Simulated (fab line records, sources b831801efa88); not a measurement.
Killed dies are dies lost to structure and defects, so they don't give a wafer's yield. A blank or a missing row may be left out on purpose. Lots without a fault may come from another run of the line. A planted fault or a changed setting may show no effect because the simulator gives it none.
Chamber matching | flow sky130 | SKY_LI_CONTACT_HDPCVD_00 on hdpcvd-01: 3 sister chambers
The step deposits PSG, target thk 930 nm, time 155 s. 6 wafers are shown with their chamber, then 8 later ones without.

WAFERS WITH THEIR CHAMBER
wafer  | chamber | sih4_flow_sccm (sccm)
L901.6 | 2       | 60.07
L902.2 | 1       | 60.41
L903.2 | 0       | 59.97
L903.5 | 1       | 59.85
L903.6 | 0       | 59.95
L905.3 | 2       | 59.89

WAFERS WITHOUT THEIR CHAMBER
wafer  | sih4_flow_sccm (sccm)
L905.4 | 59.94
L905.6 | 60.15
L917.2 | 59.88
L917.5 | 59.67
L917.6 | 59.90
L919.3 | 59.91
L919.4 | 60.03
L919.6 | 59.76

WHICH CHAMBER EACH WENT THROUGH
wafer  | from the rows above          | in truth
L905.4 | can't be placed: 0 or 2 or 1 | 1
L905.6 | can't be placed: 1 or 2 or 0 | 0
L917.2 | can't be placed: 0 or 2 or 1 | 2
L917.5 | can't be placed: 0 or 2 or 1 | 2
L917.6 | can't be placed: 0 or 2 or 1 | 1
L919.3 | can't be placed: 0 or 2 or 1 | 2
L919.4 | can't be placed: 2 or 0 or 1 | 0
L919.6 | can't be placed: 0 or 2 or 1 | 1
Placed correctly: 0 of 8. Can't be placed from these rows: 8 (the true chamber is among the candidates in 8). Placed wrongly: 0.
How it was worked out, from the rows above alone: a wafer's distance from a chamber is the root of the sum, over the readings, of the square of ((its reading less the chamber's mean) divided by the reading's scatter). The wafer belongs to the nearest chamber; if the next one is less than 2 further off, it can't be placed. A chamber's mean is the mean of its shown wafers. The scatter: the root of (the sum of the squares of (reading less its chamber's mean) over the shown wafers, divided by (wafers less chambers)).
